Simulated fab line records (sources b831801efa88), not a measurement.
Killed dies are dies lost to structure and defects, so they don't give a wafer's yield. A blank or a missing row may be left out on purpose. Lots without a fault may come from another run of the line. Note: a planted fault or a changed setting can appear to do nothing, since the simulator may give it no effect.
A lot that was struck, set against a sound lot / flow sky130 / 23 steps out of a route of 708
Sound: these wafers, L476.1, L476.3, L476.4. The struck wafers were L486.2, L486.4, L486.6. The cause comes at the end.
For every step that has rows: the tool of each side, followed by ch and its chambers, followed by its first start. Under that, the readings that differ: sound wafers / struck wafers / difference of the means / sigmas: that difference in standard deviations of wafers without a fault.
alike: readings with means less than 2 such deviations apart, plus words and numbers identical on both sides. not compared: withheld readings, readings lacking a value on some wafer, bounds such as >300 that could conceal the same value, and numbers that have no deviation in the record and whose values overlap.
Wherever a step has rows on one side only, a row that says differs or no value, or a row with sigmas, the two part there. Numbers that have no deviation but don't overlap get no sigmas and don't part them. Lack of a reading on every wafer of one side parts them only where that side has two or more wafers.

first, 1 step without rows for these wafers: SKY_POLY_GATE_OXIDATION_20 (stabilise 600 s, purge 300 s, target thk 4 nm).
SKY_POLY_GATE_THK_MEAS_21:
  sound on film-metro-04 at day 17 13:47; struck on film-metro-02 at day 21 18:52
reading=POLY_GATE_OXIDATION_THK (nm); sound=4.02 4.03 4.04; struck=3.83 3.84 3.93; difference=-0.16; sigmas=-2
SKY_POLY_GATE_CD_MEAS_22:
  sound on cd-sem-01 at day 17 13:50; struck on cd-sem-02 at day 21 18:56
  alike: cd-nm
then, 7 steps without rows for these wafers: SKY_LDD_N_DEHYDRATE_00 (time 60 s); SKY_LDD_N_HMDS_01 (prime time 60 s); SKY_LDD_N_COAT_02 (resist thk 300 nm); SKY_LDD_N_SOFTBAKE_03 (time 60 s); SKY_LDD_N_EXPOSE_04 (exposes mask NTM, target cd 840 nm); SKY_LDD_N_PEB_05; SKY_LDD_N_DEVELOP_06 (develop time 60 s).
SKY_LDD_N_OVL_MEAS_07:
  sound on overlay-01 at day 18 20:42; struck on overlay-02 at day 23 02:24
  alike: LDD_N_OVL
then, 1 step without rows for these wafers: SKY_LDD_N_IMPLANT_08.
SKY_LDD_N_IMPLANT_09:
  sound on implanter-01 ch 0, day 18 20:53; struck on implanter-01 ch 0, day 23 02:37
reading=implant-ion-amu; sound=75 75 75; struck=49 49 49; difference=-26; sigmas=
reading=model.implant.drp-nm (nm); sound=7.212 7.212 7.212; struck=9.752 9.752 9.752; difference=+2.540; sigmas=
reading=model.implant.rp-nm (nm); sound=15.48 15.48 15.48; struck=17.3 17.3 17.3; difference=+1.8; sigmas=
  alike: faraday-current-uA, rotation-deg
then, 6 steps without rows for these wafers: SKY_LDD_N_IMPLANT_10; SKY_LDD_N_IMPLANT_11; SKY_LDD_N_IMPLANT_12; SKY_LDD_N_IMPLANT_13; SKY_LDD_N_IMPLANT_14; SKY_LDD_N_IMPLANT_15.
SKY_LDD_N_STRIP_16: strips in O2/N2.
  sound on plasma-asher-04 ch 0,1, day 18 21:56; struck on plasma-asher-01 ch 1, day 23 03:38
reading=strip-time-to-endpoint-s (s); sound=4.319 4.347 4.303; struck=4.276 4.271 4.256; difference=-0.055; sigmas=-3
  alike: drypump-motor-current-A, oes-product-au
  not compared: rf-hours-counter-h
SKY_LDD_N_TW_MEAS_17:
  sound on film-metro-03 at day 18 22:02; struck on film-metro-01 at day 23 03:44
reading=LDD_N_TW; sound=2603 2595 2574; struck=2445 2441 2441; difference=-148; sigmas=-6
then, 1 step without rows for these wafers: SKY_LDD_P_DEHYDRATE_00 (time 60 s).
-- here the record skips 26 days between the struck wafers' starts before and after, leaving off in module LDD_P and picking up in module PAD_OPEN (first step shown: number 708 of the route) --
SKY_PAD_OPEN_PROBE_99:
  sound on prober-01 at day 46 12:13; struck on prober-01 at day 49 05:54
  no value came back on the struck wafers for any of 8 readings (model.etest.nfet_01v8.r-on-ohm-um, model.etest.nfet_01v8_swapped.drive-ua-um and others); on the sound wafers model.etest.nfet_01v8.r-on-ohm-um reads 862.9 855.1 880.8
  alike: killed_at_M0_to_M3, killed_at_M4_up, killed-at-contacts, killed-at-front-end, killed-at-other, killed-dies, killed-open, killed-short

## WHERE THEY PART
Earliest at SKY_POLY_GATE_THK_MEAS_21; latest, in this record, at SKY_PAD_OPEN_PROBE_99.

WHY: the cause the simulator had injected
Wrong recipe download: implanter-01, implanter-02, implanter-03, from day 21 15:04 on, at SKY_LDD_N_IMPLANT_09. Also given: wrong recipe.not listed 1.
